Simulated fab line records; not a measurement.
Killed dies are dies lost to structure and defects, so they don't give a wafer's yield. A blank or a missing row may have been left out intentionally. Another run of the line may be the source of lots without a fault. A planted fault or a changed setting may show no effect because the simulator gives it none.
Code-filled problem report in 8D (eight disciplines) form | flow gf180mcu | the parts of the form that need people (team, actions taken, sign-off) are left out

1. THE ISSUE
Wafers free of any fault read 548 (standard deviation 4.6) for MVPSD_TW at GF_MVPSD_TW_MEAS_11, against a mean of 747 on 6 wafers of 2 lots. Measured from the usual mean, that is +43 standard deviations.
First observed at day 8 02:34: wafer L102.3, on film metro-04. Wafers with a number at this step in the record: 39, from 13 lots. Rule for "out" (also "out of limits"): further than 4 standard deviations from the usual mean. The rest of the wafers with a number are treated as sound.

2. WHAT IT IS; WHAT IT IS NOT
question                    | is                           | is not
which readings at this step | MVPSD_TW                     | -
which lots                  | L102, L106                   | L101, L107, L109, L110, L992, L993, L994, L995, L996, L997, L998
which wafers of those lots  | all that have a number       | -
read on which gauges        | film metro-01, film metro-04 | film metro-02
when                        | from day 8 02:34             | up to then (24 sound wafers); but 9 sound wafers of L107, L109, L110 came after

3. SUSPECTS, AND WHAT RULES EACH OUT
Counting: a tool stays on the suspect list if, at a process step up to the reading, it processed all lots that are out and no sound lot following the first of them.
- ruled out: the gauge at GF_MVPSD_TW_MEAS_11. The wafers that are out were read on 2 gauges (film metro-01, film metro-04).
- implanter-04 at GF_MVPSD_IMPLANT_09: kept. It processed each lot that is out, first L102 at day 8 02:20, and no sound lot thereafter; up to then, the last sound lot it processed was L101 at day 7 19:41. Out on those wafers are its own readings of dose ions cm2, faraday current uA.
After counting, what remains is implanter-04 at GF_MVPSD_IMPLANT_09.

4. THE CAUSE (what the simulator had put in)
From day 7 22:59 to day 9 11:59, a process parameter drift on implanter-04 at GF_MVPSD_IMPLANT_09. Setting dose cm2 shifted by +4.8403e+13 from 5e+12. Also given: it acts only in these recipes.
Only this tool survived the counting.

5. THE EFFECT CHAIN, in route order
Rows list readings where the struck wafers' mean (over those with a number) sits beyond 3 standard deviations from the usual. Only readings whose record carries a usual standard deviation are examined. hours: median over the lots of the time between each lot's start at the first step of this table that gives one and its start at this step. sigmas: the change, counted in usual standard deviations.
hours | step                     | reading            | usual       | on struck wafers | change     | sigmas
0     | GF_MVPSD_IMPLANT_09      | dose ions cm2      | 5.001e+12   | 5.340e+13        | +4.840e+13 | +99 or more
0     | GF_MVPSD_IMPLANT_09      | faraday current uA | 28.1        | 297.7            | +269.6     | +99 or more
0     | GF_MVPSD_TW_MEAS_11      | MVPSD_TW           | 548         | 747              | +199       | +43
72    | GF_VT_IMPLANT_RS_MEAS_49 | MVPSD_RS           | 1178 ohm/sq | 598              | -580       | -99 or more
The process steps in it:
- GF_MVPSD_IMPLANT_09
Later steps that measure or inspect, where all struck wafers having a row at the step show a number for every such reading and not one has moved that far: GF_VT_IMPLANT_OVL_MEAS_18.

6. WHAT WOULD HAVE CAUGHT IT SOONER
4 hours passed between the start of the fault at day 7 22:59 and the first reading out of limits at a measuring or inspecting step in this record, taken at day 8 02:34.
Tool's own readings at GF_MVPSD_IMPLANT_09, dose ions cm2, faraday current uA: out on all struck wafers the step has rows for; an alarm limit on them would have tripped on the first.
L106, from the lots that are out (2), started GF_MVPSD_IMPLANT_09 on implanter-04 later than day 8 02:34. It would have been spared by a hold on the tool at that moment.
